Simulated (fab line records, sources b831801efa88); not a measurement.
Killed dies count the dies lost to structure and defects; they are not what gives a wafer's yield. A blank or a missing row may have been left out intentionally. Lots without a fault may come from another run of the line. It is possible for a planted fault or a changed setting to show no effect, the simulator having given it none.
Which tool was responsible? / flow sky130 / 13 lots, 39 wafers sampled, at 5 steps of a route of 708

== WHAT THE GAUGES READ, wafer by wafer ==
Not one reading of a measure or inspect step in the record can be checked against a usual standard deviation.

== EACH LOT AND THE TOOL THAT RAN IT (in order: tool; ch and the chambers of the sampled wafers; start) ==
lot=L524; SKY_PWDE_EXPOSE_04=iline_stepper-01 ch 0, day 4 00:52; SKY_NWELL_RTA_28=rtp_anneal-02 ch 0, day 5 22:15; SKY_METAL1_SPUTTER_01=pvd_sputter-02, day 32 23:50; SKY_METAL3_ETCH_17=rie_diel-02 ch 0,2,3, day 39 19:42; SKY_PAD_OPEN_PROBE_99=prober-02, day 46 22:47
lot=L526; SKY_PWDE_EXPOSE_04=iline_stepper-01 ch 0, day 4 13:20; SKY_NWELL_RTA_28=rtp_anneal-01 ch 0, day 6 11:46; SKY_METAL1_SPUTTER_01=pvd_sputter-03, day 33 16:17; SKY_METAL3_ETCH_17=rie_diel-02 ch 0,1, day 40 11:05; SKY_PAD_OPEN_PROBE_99=prober-02, day 47 10:43
lot=L527; SKY_PWDE_EXPOSE_04=iline_stepper-01 ch 0, day 4 19:20; SKY_NWELL_RTA_28=rtp_anneal-02 ch 0, day 6 18:24; SKY_METAL1_SPUTTER_01=pvd_sputter-02, day 33 23:23; SKY_METAL3_ETCH_17=rie_diel-04 ch 0,2, day 40 17:08; SKY_PAD_OPEN_PROBE_99=prober-01, day 47 16:01
lot=L530; SKY_PWDE_EXPOSE_04=iline_stepper-01 ch 0, day 5 09:40; SKY_NWELL_RTA_28=rtp_anneal-02 ch 0, day 7 09:52; SKY_METAL1_SPUTTER_01=pvd_sputter-01, day 34 18:38; SKY_METAL3_ETCH_17=rie_diel-04 ch 0,1,3, day 41 09:33; SKY_PAD_OPEN_PROBE_99=prober-02, day 48 05:15
lot=L531; SKY_PWDE_EXPOSE_04=iline_stepper-01 ch 0, day 5 16:04; SKY_NWELL_RTA_28=rtp_anneal-02 ch 0, day 7 18:27; SKY_METAL1_SPUTTER_01=pvd_sputter-03, day 34 23:55; SKY_METAL3_ETCH_17=rie_diel-04 ch 0,1, day 41 14:14; SKY_PAD_OPEN_PROBE_99=prober-01, day 48 09:17
lot=L533; SKY_PWDE_EXPOSE_04=iline_stepper-02 ch 0, day 6 02:31; SKY_NWELL_RTA_28=rtp_anneal-02 ch 0, day 8 05:04; SKY_METAL1_SPUTTER_01=pvd_sputter-01, day 35 18:19; SKY_METAL3_ETCH_17=rie_diel-02 ch 1,2,3, day 42 07:54; SKY_PAD_OPEN_PROBE_99=prober-01, day 48 21:35
lot=L534; SKY_PWDE_EXPOSE_04=iline_stepper-01 ch 0, day 6 07:30; SKY_NWELL_RTA_28=rtp_anneal-01 ch 0, day 8 10:48; SKY_METAL1_SPUTTER_01=pvd_sputter-01, day 35 23:22; SKY_METAL3_ETCH_17=rie_diel-03 ch 1,2,3, day 42 13:02; SKY_PAD_OPEN_PROBE_99=prober-02, day 49 00:49
lot=L535; SKY_PWDE_EXPOSE_04=iline_stepper-02 ch 0, day 6 10:31; SKY_NWELL_RTA_28=rtp_anneal-02 ch 0, day 8 14:17; SKY_METAL1_SPUTTER_01=pvd_sputter-02, day 36 06:30; SKY_METAL3_ETCH_17=rie_diel-04 ch 0,2,3, day 42 20:13; SKY_PAD_OPEN_PROBE_99=prober-01, day 49 08:20
lot=L536; SKY_PWDE_EXPOSE_04=iline_stepper-01 ch 0, day 6 16:41; SKY_NWELL_RTA_28=rtp_anneal-02 ch 0, day 8 21:43; SKY_METAL1_SPUTTER_01=pvd_sputter-02, day 36 07:55; SKY_METAL3_ETCH_17=rie_diel-02 ch 0,3, day 42 21:02; SKY_PAD_OPEN_PROBE_99=prober-02, day 49 08:57
lot=L537; SKY_PWDE_EXPOSE_04=iline_stepper-02 ch 0, day 6 22:11; SKY_NWELL_RTA_28=rtp_anneal-01 ch 0, day 9 02:20; SKY_METAL1_SPUTTER_01=pvd_sputter-01, day 36 14:32; SKY_METAL3_ETCH_17=rie_diel-03 ch 0,2, day 43 04:02; SKY_PAD_OPEN_PROBE_99=prober-01, day 49 15:24
lot=L538; SKY_PWDE_EXPOSE_04=iline_stepper-01 ch 0, day 7 05:44; SKY_NWELL_RTA_28=rtp_anneal-01 ch 0, day 9 09:52; SKY_METAL1_SPUTTER_01=pvd_sputter-03, day 36 23:34; SKY_METAL3_ETCH_17=rie_diel-04 ch 1,2, day 43 12:15; SKY_PAD_OPEN_PROBE_99=prober-01, day 49 19:39
lot=L541; SKY_PWDE_EXPOSE_04=iline_stepper-01 ch 0, day 7 22:03; SKY_NWELL_RTA_28=rtp_anneal-02 ch 0, day 10 04:40; SKY_METAL1_SPUTTER_01=pvd_sputter-02, day 37 20:09; SKY_METAL3_ETCH_17=rie_diel-02 ch 0,2,3, day 44 05:22; SKY_PAD_OPEN_PROBE_99=prober-02, day 50 10:14
lot=L543; SKY_PWDE_EXPOSE_04=iline_stepper-02 ch 0, day 8 10:17; SKY_NWELL_RTA_28=rtp_anneal-01 ch 0, day 10 19:18; SKY_METAL1_SPUTTER_01=pvd_sputter-01, day 38 11:37; SKY_METAL3_ETCH_17=rie_diel-03 ch 0,1,3, day 44 18:34; SKY_PAD_OPEN_PROBE_99=prober-01, day 50 17:14
- SKY_PWDE_EXPOSE_04: exposes mask PWDEM, target cd 840 nm.
- SKY_NWELL_RTA_28: time 30 s.
- SKY_METAL1_SPUTTER_01: material TiN, target thk 20 nm, time 16.7 s.
- SKY_METAL3_ETCH_17: etches SiO2 in C4F8/O2/Ar, stops on TiN, time 3.9 s, target depth 15 nm.
- SKY_PAD_OPEN_PROBE_99

== WHAT THE TOOLS THEMSELVES READ (means of the sampled wafers that have a number; where no wafer has one, the mark that the record gives instead) ==
SKY_PWDE_EXPOSE_04.
lot=L524 tool=iline_stepper-01 exposure_dose_mJ_cm2=214.09
lot=L526 tool=iline_stepper-01 exposure_dose_mJ_cm2=213.81
lot=L527 tool=iline_stepper-01 exposure_dose_mJ_cm2=213.79
lot=L530 tool=iline_stepper-01 exposure_dose_mJ_cm2=213.87
lot=L531 tool=iline_stepper-01 exposure_dose_mJ_cm2=214.15
lot=L533 tool=iline_stepper-02 exposure_dose_mJ_cm2=214.02
lot=L534 tool=iline_stepper-01 exposure_dose_mJ_cm2=219.37
lot=L535 tool=iline_stepper-02 exposure_dose_mJ_cm2=213.92
lot=L536 tool=iline_stepper-01 exposure_dose_mJ_cm2=218.80
lot=L537 tool=iline_stepper-02 exposure_dose_mJ_cm2=214.46
lot=L538 tool=iline_stepper-01 exposure_dose_mJ_cm2=218.78
lot=L541 tool=iline_stepper-01 exposure_dose_mJ_cm2=219.16
lot=L543 tool=iline_stepper-02 exposure_dose_mJ_cm2=213.71

SKY_NWELL_RTA_28.
lot=L524; tool=rtp_anneal-02; lamp_power_pct (%)=25.24; wafer_temp_C_max=1054.6
lot=L526; tool=rtp_anneal-01; lamp_power_pct (%)=25.32; wafer_temp_C_max=1055.1
lot=L527; tool=rtp_anneal-02; lamp_power_pct (%)=25.30; wafer_temp_C_max=1054.9
lot=L530; tool=rtp_anneal-02; lamp_power_pct (%)=25.33; wafer_temp_C_max=1055.0
lot=L531; tool=rtp_anneal-02; lamp_power_pct (%)=25.31; wafer_temp_C_max=1054.5
lot=L533; tool=rtp_anneal-02; lamp_power_pct (%)=25.32; wafer_temp_C_max=1055.2
lot=L534; tool=rtp_anneal-01; lamp_power_pct (%)=25.36; wafer_temp_C_max=1053.9
lot=L535; tool=rtp_anneal-02; lamp_power_pct (%)=25.32; wafer_temp_C_max=1055.4
lot=L536; tool=rtp_anneal-02; lamp_power_pct (%)=25.30; wafer_temp_C_max=1055.0
lot=L537; tool=rtp_anneal-01; lamp_power_pct (%)=25.30; wafer_temp_C_max=1054.9
lot=L538; tool=rtp_anneal-01; lamp_power_pct (%)=25.28; wafer_temp_C_max=1055.0
lot=L541; tool=rtp_anneal-02; lamp_power_pct (%)=25.35; wafer_temp_C_max=1054.8
lot=L543; tool=rtp_anneal-01; lamp_power_pct (%)=25.39; wafer_temp_C_max=1055.2

SKY_METAL1_SPUTTER_01.
lot=L524; tool=pvd_sputter-02; throttle_valve_pct (%)=29.8
lot=L526; tool=pvd_sputter-03; throttle_valve_pct (%)=29.4
lot=L527; tool=pvd_sputter-02; throttle_valve_pct (%)=30.0
lot=L530; tool=pvd_sputter-01; throttle_valve_pct (%)=30.3
lot=L531; tool=pvd_sputter-03; throttle_valve_pct (%)=29.7
lot=L533; tool=pvd_sputter-01; throttle_valve_pct (%)=30.1
lot=L534; tool=pvd_sputter-01; throttle_valve_pct (%)=29.8
lot=L535; tool=pvd_sputter-02; throttle_valve_pct (%)=30.6
lot=L536; tool=pvd_sputter-02; throttle_valve_pct (%)=29.1
lot=L537; tool=pvd_sputter-01; throttle_valve_pct (%)=30.0
lot=L538; tool=pvd_sputter-03; throttle_valve_pct (%)=29.8
lot=L541; tool=pvd_sputter-02; throttle_valve_pct (%)=29.4
lot=L543; tool=pvd_sputter-01; throttle_valve_pct (%)=30.5

SKY_METAL3_ETCH_17.
lot=L524; tool=rie_diel-02; bias_w (W)=1199; oes_product_au (a.u.)=0.757
lot=L526; tool=rie_diel-02; bias_w (W)=1200; oes_product_au (a.u.)=0.753
lot=L527; tool=rie_diel-04; bias_w (W)=1198; oes_product_au (a.u.)=0.758
lot=L530; tool=rie_diel-04; bias_w (W)=1199; oes_product_au (a.u.)=0.756
lot=L531; tool=rie_diel-04; bias_w (W)=1203; oes_product_au (a.u.)=0.760
lot=L533; tool=rie_diel-02; bias_w (W)=1199; oes_product_au (a.u.)=0.755
lot=L534; tool=rie_diel-03; bias_w (W)=1200; oes_product_au (a.u.)=0.756
lot=L535; tool=rie_diel-04; bias_w (W)=1201; oes_product_au (a.u.)=0.761
lot=L536; tool=rie_diel-02; bias_w (W)=1198; oes_product_au (a.u.)=0.749
lot=L537; tool=rie_diel-03; bias_w (W)=1198; oes_product_au (a.u.)=0.751
lot=L538; tool=rie_diel-04; bias_w (W)=1202; oes_product_au (a.u.)=0.760
lot=L541; tool=rie_diel-02; bias_w (W)=1200; oes_product_au (a.u.)=0.751
lot=L543; tool=rie_diel-03; bias_w (W)=1199; oes_product_au (a.u.)=0.764

SKY_PAD_OPEN_PROBE_99.
lot=L524 tool=prober-02 killed_at_M0_to_M3=43 killed_at_M4_up=2.7 killed_at_contacts=28 killed_at_front_end=15 killed_at_other=0.3 killed_dies=89 killed_on_rim=17 killed_open=52 killed_short=38
lot=L526 tool=prober-02 killed_at_M0_to_M3=55 killed_at_M4_up=3.0 killed_at_contacts=26 killed_at_front_end=12 killed_at_other=0.0 killed_dies=96 killed_on_rim=18 killed_open=48 killed_short=48
lot=L527 tool=prober-01 killed_at_M0_to_M3=38 killed_at_M4_up=1.0 killed_at_contacts=24 killed_at_front_end=15 killed_at_other=0.0 killed_dies=78 killed_on_rim=16 killed_open=45 killed_short=33
lot=L530 tool=prober-02 killed_at_M0_to_M3=39 killed_at_M4_up=1.7 killed_at_contacts=28 killed_at_front_end=12 killed_at_other=0.7 killed_dies=82 killed_on_rim=20 killed_open=40 killed_short=42
lot=L531 tool=prober-01 killed_at_M0_to_M3=52 killed_at_M4_up=1.3 killed_at_contacts=26 killed_at_front_end=18 killed_at_other=0.3 killed_dies=98 killed_on_rim=20 killed_open=55 killed_short=43
lot=L533 tool=prober-01 killed_at_M0_to_M3=48 killed_at_M4_up=3.0 killed_at_contacts=24 killed_at_front_end=15 killed_at_other=0.0 killed_dies=90 killed_on_rim=16 killed_open=53 killed_short=37
lot=L534 tool=prober-02 killed_at_M0_to_M3=48 killed_at_M4_up=2.3 killed_at_contacts=35 killed_at_front_end=16 killed_at_other=0.7 killed_dies=102 killed_on_rim=20 killed_open=62 killed_short=41
lot=L535 tool=prober-01 killed_at_M0_to_M3=43 killed_at_M4_up=2.7 killed_at_contacts=25 killed_at_front_end=14 killed_at_other=0.3 killed_dies=85 killed_on_rim=16 killed_open=45 killed_short=40
lot=L536 tool=prober-02 killed_at_M0_to_M3=47 killed_at_M4_up=1.7 killed_at_contacts=24 killed_at_front_end=12 killed_at_other=0.7 killed_dies=85 killed_on_rim=14 killed_open=49 killed_short=36
lot=L537 tool=prober-01 killed_at_M0_to_M3=38 killed_at_M4_up=1.7 killed_at_contacts=29 killed_at_front_end=11 killed_at_other=0.0 killed_dies=80 killed_on_rim=13 killed_open=49 killed_short=31
lot=L538 tool=prober-01 killed_at_M0_to_M3=49 killed_at_M4_up=3.3 killed_at_contacts=20 killed_at_front_end=14 killed_at_other=0.0 killed_dies=86 killed_on_rim=14 killed_open=49 killed_short=37
lot=L541 tool=prober-02 killed_at_M0_to_M3=42 killed_at_M4_up=2.3 killed_at_contacts=17 killed_at_front_end=12 killed_at_other=0.0 killed_dies=73 killed_on_rim=15 killed_open=41 killed_short=32
lot=L543 tool=prober-01 killed_at_M0_to_M3=43 killed_at_M4_up=2.3 killed_at_contacts=27 killed_at_front_end=13 killed_at_other=0.3 killed_dies=87 killed_on_rim=14 killed_open=46 killed_short=41

== THE ANSWER, worked out from the rows above alone ==
Rule: the lots themselves supply what counts as usual. The widest of any qualifying gaps counts: lots, ordered by their means at a reading, are off when they make up no more than a third of the lots, leave a main group of 4 or more, and stand apart from it by 3 or more times the standard deviation of that group's means. A main group whose means are all the same, to the digits that the tables above print for the reading, isn't used. A lot without any number at a reading at which 4 lots or more have one is off too. Any other lot the step has rows for is counted as sound. After the gauges, taken in route order, come the tools' own readings; for these a lot's mean is taken, as printed above. The first step at which some lot is off is used, and at that step the reading that is off furthest; a lot without a number counts as furthest.
Off: L534, L536, L538, L541 (SKY_PWDE_EXPOSE_04, exposure_dose_mJ_cm2). For the main group the mean is 213.98 and the standard deviation 0.22.
If a tool, at that step or one of the process steps before it, ran each lot that is off and ran no sound lot following the first of them, it fits. One fits: iline_stepper-01 at SKY_PWDE_EXPOSE_04. Its last sound lot is L531 (day 5 16:04), its first lot that is off L534 (day 6 07:30): a fault that began between those two fits.
On the lots that are off, the tool's own readings at SKY_PWDE_EXPOSE_04 differ by more than 5 times the standard deviation of the sound lots' means, which bears it out; exposure_dose_mJ_cm2 reads 219.03 there versus 213.98 on the sound lots.

== WHAT WAS PUT IN BY THE SIMULATOR ==
Drift in process parameters on iline_stepper-01 at SKY_PWDE_EXPOSE_04, starting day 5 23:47. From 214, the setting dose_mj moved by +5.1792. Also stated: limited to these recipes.
Lots struck among those shown: L534, L536, L538, L541. The rule above found the same.
